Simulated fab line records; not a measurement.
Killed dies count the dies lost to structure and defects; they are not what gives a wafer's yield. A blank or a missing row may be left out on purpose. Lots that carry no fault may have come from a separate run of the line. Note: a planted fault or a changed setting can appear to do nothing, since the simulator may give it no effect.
Which tool did it? :: flow sky130 :: at 1 step of a route of 708, 11 lots with 33 wafers sampled

== WHAT THE GAUGES SHOWED, per wafer ==
SKY_FIELD_ISO_BOW_MEAS_00.
lot: L180
measured: day 1 10:01
on: film_metro-03
INCOMING_BOW (um): -1 6 9

lot: L182
measured: day 1 20:01
on: film_metro-02
INCOMING_BOW (um): 5 8 8

lot: L183
measured: day 2 01:01
on: film_metro-02
INCOMING_BOW (um): -3 2 8

lot: L184
measured: day 2 06:04
on: film_metro-03
INCOMING_BOW (um): 13 -4 -4

lot: L188
measured: day 3 02:00
on: film_metro-02
INCOMING_BOW (um): 0 -2 1

lot: L190
measured: day 3 12:00
on: film_metro-03
INCOMING_BOW (um): -7 6 9

lot: L194
measured: day 4 08:00
on: film_metro-02
INCOMING_BOW (um): -2 -4 0

lot: L196
measured: day 4 18:00
on: film_metro-04
INCOMING_BOW (um): 6 -6 -4

lot: L198
measured: day 5 04:02
on: film_metro-03
INCOMING_BOW (um): 4 10 -2

lot: L202
measured: day 6 00:00
on: film_metro-02
INCOMING_BOW (um): 1 0 -2

lot: L203
measured: day 6 05:01
on: film_metro-04
INCOMING_BOW (um): 0 6 0

== WHAT TOOL EACH LOT RAN ON (gives the tool, then ch and the chambers of the sampled wafers, and finally the start) ==
Record: no process step prior to these readings.

== WHAT THE TOOLS THEMSELVES READ (means of the sampled wafers that have a number; where no wafer has one, the mark that the record gives instead) ==
The record holds no such reading with a usual standard deviation.

== THE ANSWER, worked out from the rows above alone ==
Rule: the lots themselves supply what counts as usual. Put in order of their means at a reading, lots are off if they are a third of the lots or fewer, leave a main group of 4 or more, and stand apart from it by a gap of 3 or more times the standard deviation of the main group's means; of several such gaps the widest counts. A main group is skipped when, at the precision printed for the reading in the tables above, its means are all equal. A lot without any number at a reading at which 4 lots or more have one is off too. All remaining lots with rows at the step are treated as sound. The gauges are gone through in route order, then the tools' own readings, and for those a lot's mean is taken as printed above. At the first step where some lot is off, the reading lying furthest off is the one used; lots without a number count as furthest.
No lot is off at any reading shown: from this, nothing can be told.

== WHAT THE SIMULATOR PUT IN ==
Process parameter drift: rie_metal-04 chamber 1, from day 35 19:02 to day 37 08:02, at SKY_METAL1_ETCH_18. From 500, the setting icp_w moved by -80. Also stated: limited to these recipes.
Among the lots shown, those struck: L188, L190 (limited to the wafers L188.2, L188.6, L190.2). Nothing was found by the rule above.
